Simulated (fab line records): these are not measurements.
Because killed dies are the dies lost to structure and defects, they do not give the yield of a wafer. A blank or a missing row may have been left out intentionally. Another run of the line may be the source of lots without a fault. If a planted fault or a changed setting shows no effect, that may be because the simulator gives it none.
A lot that was struck, set against a sound lot + flow sky130 + 25 steps out of a route of 708
Sound: these wafers, L134.1, L134.2, L134.4. Wafers struck: L148.1, L148.3, L148.6. At the end, the cause is stated.
At each step with rows: each side's tool, then ch and its chambers, then its first start. Under that, the readings that differ: sound wafers + struck wafers + difference of the means + sigmas: that difference in standard deviations of wafers without a fault.
alike: readings with means less than 2 such deviations apart, plus words and numbers identical on both sides. not compared: withheld readings, readings lacking a value on some wafer, bounds such as >300 that could conceal the same value, and numbers that have no deviation in the record and whose values overlap.
A row with sigmas, a row that says differs or no value, or rows on one side alone: a step with any of these is where the two part. Numbers that have no deviation but don't overlap get no sigmas and don't part them. A reading that every wafer of one side lacks parts them only if that side has two wafers or more.

first, 3 steps without rows for these wafers: SKY_LOCAL_INTERCONNECT_STRIP_16 (strips in post etch residue remover, time 1200 s); SKY_LOCAL_INTERCONNECT_CLEAN_17 (cleans in IPA, time 180 s); SKY_LOCAL_INTERCONNECT_CLEAN_18 (cleans in O3/DIW).
SKY_CONTACT_CVD_00: deposits Si3N4, target thk 75 nm.
  sound on pecvd-01 ch 0,2, day 32 03:41; struck on pecvd-04 ch 0,2, day 36 13:11
  alike: heater-power-w
SKY_CONTACT_THK_MEAS_01:
  sound: film-metro-02 at day 32 03:43; struck: film-metro-04 at day 36 13:14
  alike: CONTACT_CVD_00_THK
then, 1 step without rows for these wafers: SKY_CONTACT_HDPCVD_02 (deposits SiO2, target thk 565 nm, time 94.2 s).
SKY_CONTACT_THK_MEAS_03:
  sound: film-metro-01 at day 32 03:50; struck: film-metro-01 at day 36 13:22
  alike: CONTACT_HDPCVD_THK
SKY_CONTACT_CMP_04: polishes SiO2.
  sound on cmp-02 ch 0,2,3, day 32 07:28; struck on cmp-02 ch 1,2,3, day 36 13:31
  alike: motor-current-A, slurry-flow-ml-min, time-to-endpoint-s
SKY_CONTACT_BOW_MEAS_05:
  sound: film-metro-02 at day 32 07:46; struck: film-metro-02 at day 36 13:43
  alike: CONTACT_BOW
then, 3 steps without rows for these wafers: SKY_CONTACT_DEHYDRATE_06 (time 60 s); SKY_CONTACT_HMDS_07 (prime time 60 s); SKY_CONTACT_COAT_08 (resist thk 60 nm).
SKY_CONTACT_COAT_09: resist thk 450 nm.
  sound on litho-track-02 ch 0, day 32 20:00; struck on litho-track-01 ch 0, day 37 02:00
| reading                                        | sound           | struck            | difference | sigmas |
|------------------------------------------------|-----------------|-------------------|------------|--------|
| model.KrF-thick_of_CONTACT_COAT_09.thk-nm (nm) | 449 449.1 449.7 | 568.3 568.1 567.4 | +118.7     |        |
then, 3 steps without rows for these wafers: SKY_CONTACT_SOFTBAKE_10 (time 90 s); SKY_CONTACT_EXPOSE_11 (exposes mask CTM1, target cd 170 nm); SKY_CONTACT_PEB_12.
SKY_CONTACT_DEVELOP_13: develop time 57.27 s.
  sound: litho-track-03 ch 0; struck: litho-track-02 ch 0
| reading                  | sound             | struck          | difference | sigmas |
|--------------------------|-------------------|-----------------|------------|--------|
| model.CONTACT.cd-nm (nm) | 170.3 170.7 171.4 | 168.2 167.4 167 | -3.3       |        |
  alike: developer-temp-C
SKY_CONTACT_CD_MEAS_14: target cd 170 nm.
  sound: cd-sem-01 at day 33 09:58; struck: cd-sem-02 at day 37 15:40
| reading    | sound             | struck            | difference | sigmas |
|------------|-------------------|-------------------|------------|--------|
| cd-nm (nm) | 170.2 170.6 171.4 | 168.1 167.8 167.1 | -3.1       | -2     |
SKY_CONTACT_OVL_MEAS_15:
  sound: overlay-02 at day 33 10:05; struck: overlay-02 at day 37 15:47
  alike: CONTACT_OVL
SKY_CONTACT_ETCH_16: etches BARC in N2/H2, stops on SiO2, time 45.9 s, target depth 60 nm.
  sound on rie-diel-01 ch 0,2,3, day 33 10:08; struck on rie-diel-01 ch 0,1,3, day 37 15:50
  alike: drypump-motor-current-A, oes-product-au, throttle-valve-pct
  not compared: rf-hours-counter-h
SKY_CONTACT_ETCH_17: etches SiO2 in C4F8/O2/Ar, stops on Si3N4, target depth 340 nm.
  sound on rie-diel-01 ch 0,2,3, day 33 10:10; struck on rie-diel-01 ch 0,1,3, day 37 15:52
  alike: oes-product-au
SKY_CONTACT_ETCH_18: etches Si3N4 in CHF3/O2, stops on TiN, time 39 s, target depth 75 nm.
  sound: rie-diel-01 ch 0,2,3; struck: rie-diel-01 ch 0,1,3
| reading                                        | sound             | struck            | difference | sigmas |
|------------------------------------------------|-------------------|-------------------|------------|--------|
| model.KrF-thick_of_CONTACT_COAT_09.thk-nm (nm) | 241.7 235.3 242.7 | 359.6 359.7 360.6 | +120.1     |        |
| model.CONTACT.cd-nm (nm)                       | 170.3 170.9 171.6 | 167.8 167.3 166.3 | -3.8       |        |
  alike: O2_flow_sccm, drypump-motor-current-A, oes-product-au, throttle-valve-pct
  not compared: rf-hours-counter-h
SKY_CONTACT_STRIP_19: strips in O2/N2.
  sound on plasma-asher-02 ch 0,1, day 33 10:16; struck on plasma-asher-01 ch 0,1, day 37 15:58
| reading                      | sound             | struck            | difference | sigmas |
|------------------------------|-------------------|-------------------|------------|--------|
| oes-product-au (a.u.)        | 0.383 0.373 0.382 | 0.436 0.427 0.434 | +0.053     | +12    |
| strip-time-to-endpoint-s (s) | 3.60 3.54 3.60    | 4.86 4.85 4.87    | +1.28      | +39    |
  alike: drypump-motor-current-A
  not compared: rf-hours-counter-h
then, 1 step without rows for these wafers: SKY_CONTACT_STRIP_20 (strips in post etch residue remover, time 1200 s).
-- the record jumps here: 13 days lie between the struck wafers' starts before and after (it left off in module CONTACT and takes up again in module PAD_OPEN, whose first step shown is number 708 of the route) --
SKY_PAD_OPEN_PROBE_99:
  sound: prober-02 at day 47 03:04; struck: prober-02 at day 50 04:47
  alike: killed_at_M0_to_M3, killed_at_M4_up, killed-at-contacts, killed-at-front-end, killed-at-other, killed-dies, killed-open, killed-short

## WHERE THEY PART
Last at SKY_CONTACT_STRIP_19 as far as this record goes, first at SKY_CONTACT_CD_MEAS_14. Later steps at which nothing parts them and some readings are alike: SKY_PAD_OPEN_PROBE_99.

WHY: the cause the simulator had injected
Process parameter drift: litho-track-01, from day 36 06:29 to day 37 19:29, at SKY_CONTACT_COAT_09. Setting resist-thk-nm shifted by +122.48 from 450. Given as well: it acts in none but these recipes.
